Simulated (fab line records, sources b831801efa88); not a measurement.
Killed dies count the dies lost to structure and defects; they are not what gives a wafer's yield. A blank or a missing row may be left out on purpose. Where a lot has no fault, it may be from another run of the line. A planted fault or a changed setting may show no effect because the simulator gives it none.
What tool caused it? :: flow gf180mcu :: Sampling: 6 lots, 17 wafers, 4 of 602 route steps

WHAT THE GAUGES SHOWED, per wafer
GF_VT_IMPLANT_RS_MEAS_48: measurement is done with a four-point probe.
lot: L123
measured: day 8 03:01
on: film-metro-02
LVPWELL_RS (ohm/sq): 1196 1196 1198

lot: L127
measured: day 9 06:26
on: film-metro-02
LVPWELL_RS (ohm/sq): 1195 1196 1195

lot: L129
measured: day 9 20:47
on: film-metro-02
LVPWELL_RS (ohm/sq): 1201 1201 1202

lot: L137
measured: day 12 01:53
on: film-metro-02
LVPWELL_RS (ohm/sq): 1196 1231

lot: L143
measured: day 13 19:17
on: film-metro-04
LVPWELL_RS (ohm/sq): 1200 1197 1197

lot: L145
measured: day 14 08:41
on: film-metro-04
LVPWELL_RS (ohm/sq): 1202 1203 1203

EACH LOT AND THE TOOL THAT RAN IT (in order: tool; ch and the chambers of the sampled wafers; start)
lot: L123
GF_STI_ETCH_14: rie-si-01 ch 0,3, day 2 06:50
GF_LVPWELL_IMPLANT_09: implanter-04 ch 0, day 4 04:40
GF_MVSD_STRIP_10: plasma-asher-01 ch 0,1, day 4 19:17

lot: L127
GF_STI_ETCH_14: rie-si-01 ch 0,1, day 3 04:32
GF_LVPWELL_IMPLANT_09: implanter-02 ch 0, day 5 03:59
GF_MVSD_STRIP_10: plasma-asher-01 ch 0, day 5 19:34

lot: L129
GF_STI_ETCH_14: rie-si-01 ch 0,1,2, day 3 14:16
GF_LVPWELL_IMPLANT_09: implanter-02 ch 0, day 5 13:37
GF_MVSD_STRIP_10: plasma-asher-03 ch 0,1, day 6 05:49

lot: L137
GF_STI_ETCH_14: rie-si-01 ch 0,2, day 5 07:42
GF_LVPWELL_IMPLANT_09: implanter-02 ch 0, day 7 11:51
GF_MVSD_STRIP_10: plasma-asher-01 ch 0,1, day 8 05:19

lot: L143
GF_STI_ETCH_14: rie-si-01 ch 0,1,2, day 6 15:02
GF_LVPWELL_IMPLANT_09: implanter-04 ch 0, day 8 22:50
GF_MVSD_STRIP_10: plasma-asher-03 ch 0, day 9 16:52

lot: L145
GF_STI_ETCH_14: rie-si-02 ch 0,1, day 7 00:28
GF_LVPWELL_IMPLANT_09: implanter-03 ch 0, day 9 08:41
GF_MVSD_STRIP_10: plasma-asher-03 ch 0,1, day 10 03:40
- GF_STI_ETCH_14: etches Si in HBr/Cl2/O2, target depth 360 nm, time 102.9 s.
- GF_LVPWELL_IMPLANT_09
- GF_MVSD_STRIP_10: strips in O2/N2.

THE ANSWER, worked out from the rows above alone
Rule: the lots themselves supply what counts as usual. The widest of any qualifying gaps counts: lots, ordered by their means at a reading, are off when they make up no more than a third of the lots, leave a main group of 4 or more, and stand apart from it by 3 or more times the standard deviation of that group's means. The tables above print the reading to a certain number of digits; a main group whose means all agree to those digits is not used. Also off: a lot with no number at a reading for which 4 or more lots have one. The other lots that the step has rows for count as sound.
Off: L137, at GF_VT_IMPLANT_RS_MEAS_48 (LVPWELL_RS). Mean 1199 ohm/sq and standard deviation 2.8 in the main group.
A tool fits if, at a process step before that reading, it ran every lot that is off, and no sound lot after the first of them. Those tools and the gauges at GF_VT_IMPLANT_RS_MEAS_48 are tried in the same way. Can't be told from this: 3 tools fit, implanter-02 at GF_LVPWELL_IMPLANT_09, plasma-asher-01 at GF_MVSD_STRIP_10, film-metro-02 at GF_VT_IMPLANT_RS_MEAS_48.

WHAT THE SIMULATOR HAD INSERTED
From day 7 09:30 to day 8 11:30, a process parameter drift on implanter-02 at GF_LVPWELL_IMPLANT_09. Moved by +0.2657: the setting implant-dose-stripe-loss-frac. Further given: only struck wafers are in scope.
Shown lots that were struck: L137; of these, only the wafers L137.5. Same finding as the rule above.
